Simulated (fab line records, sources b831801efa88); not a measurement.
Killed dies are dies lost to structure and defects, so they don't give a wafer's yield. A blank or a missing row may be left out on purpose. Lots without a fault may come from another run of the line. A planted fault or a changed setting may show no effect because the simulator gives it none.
Which tool did it? | flow sky130 | 14 lots, 42 wafers sampled, at 2 steps of a route of 708

WHAT THE GAUGES READ, wafer by wafer
SKY_GATE_OXIDE_OVL_MEAS_10.
lot  | measured     | on         | GATE_OXIDE_OVL (nm)
L892 | day 14 04:58 | overlay-01 | 0.0 1.1 -1.1
L893 | day 14 23:30 | overlay-01 | -2.1 -0.7 -1.9
L894 | day 14 22:18 | overlay-02 | 0.9 -0.2 0.7
L897 | day 15 03:05 | overlay-02 | -1.9 -0.5 -1.3
L898 | day 16 08:48 | overlay-02 | 4.2 5.9 4.5
L899 | day 16 09:00 | overlay-01 | -1.8 1.1 0.9
L901 | day 16 21:23 | overlay-02 | 0.6 -2.5 -0.1
L906 | day 18 12:11 | overlay-01 | 1.4 0.3 2.8
L912 | day 20 23:57 | overlay-02 | -0.4 0.1 0.5
L913 | day 21 08:26 | overlay-01 | 0.9 0.0 -1.7
L914 | day 21 11:48 | overlay-01 | 3.8 2.6 3.1
L915 | day 21 21:13 | overlay-02 | 1.0 -0.9 1.0

WHICH TOOL RAN EACH LOT (tool, then ch and the chambers of the sampled wafers, then the start)
lot  | SKY_FIELD_ISO_WET_ETCH_18
L892 | wet_bench-01 ch 3, day 2 05:20
L893 | wet_bench-02 ch 0, day 2 10:50
L894 | wet_bench-02 ch 1, day 2 17:32
L897 | wet_bench-01 ch 2, day 3 05:09
L898 | wet_bench-02 ch 2, day 3 18:23
L899 | wet_bench-01 ch 1, day 3 19:20
L901 | wet_bench-01 ch 2, day 4 03:59
L906 | wet_bench-03 ch 2, day 5 05:59
L909 | wet_bench-01 ch 2, day 5 22:23
L910 | wet_bench-02 ch 0, day 6 03:35
L912 | wet_bench-01 ch 3, day 6 13:32
L913 | wet_bench-02 ch 3, day 6 18:20
L914 | wet_bench-03 ch 1, day 6 23:11
L915 | wet_bench-02 ch 3, day 7 05:17
- SKY_FIELD_ISO_WET_ETCH_18: etches Si3N4 in H3PO4, target depth 25 nm, time 286 s.

WHAT THE TOOLS THEMSELVES READ (means of the sampled wafers that have a number; where no wafer has one, the mark that the record gives instead)
SKY_FIELD_ISO_WET_ETCH_18.
lot  | tool         | bath_guard_temp_C (C) | bath_heat_duty_pct (%)
L892 | wet_bench-01 | 160.3                 | 28
L893 | wet_bench-02 | 159.5                 | 28
L894 | wet_bench-02 | 161.2                 | 25
L897 | wet_bench-01 | 160.0                 | 27
L898 | wet_bench-02 | 159.8                 | 28
L899 | wet_bench-01 | 160.3                 | 30
L901 | wet_bench-01 | 159.5                 | 27
L906 | wet_bench-03 | 160.3                 | 30
L909 | wet_bench-01 | -                     | -
L910 | wet_bench-02 | -                     | -
L912 | wet_bench-01 | 160.3                 | 28
L913 | wet_bench-02 | 159.6                 | 25
L914 | wet_bench-03 | 160.3                 | 21
L915 | wet_bench-02 | 159.7                 | 24

THE ANSWER, worked out from the rows above alone
Rule: what is usual is taken from the lots themselves. Put in order of their means at a reading, lots are off if they are a third of the lots or fewer, leave a main group of 4 or more, and stand apart from it by a gap of 3 or more times the standard deviation of the main group's means; of several such gaps the widest counts. A main group whose means are all the same, to the digits that the tables above print for the reading, isn't used. A lot without any number at a reading at which 4 lots or more have one is off too. The other lots that the step has rows for count as sound. The gauges are gone through in route order, then the tools' own readings, and for those a lot's mean is taken as printed above. The first step at which some lot is off is used, and at that step the reading that is off furthest; a lot without a number counts as furthest.
Off: L909, L910, at SKY_FIELD_ISO_WET_ETCH_18 (bath_guard_temp_C). Without a number there: L909, L910. The main group: mean 160.1 C, standard deviation 0.47.
A tool fits if, at that step or a process step before it, it ran every lot that is off, and no sound lot after the first of them. None of those tried fits.

WHAT THE SIMULATOR HAD PUT IN
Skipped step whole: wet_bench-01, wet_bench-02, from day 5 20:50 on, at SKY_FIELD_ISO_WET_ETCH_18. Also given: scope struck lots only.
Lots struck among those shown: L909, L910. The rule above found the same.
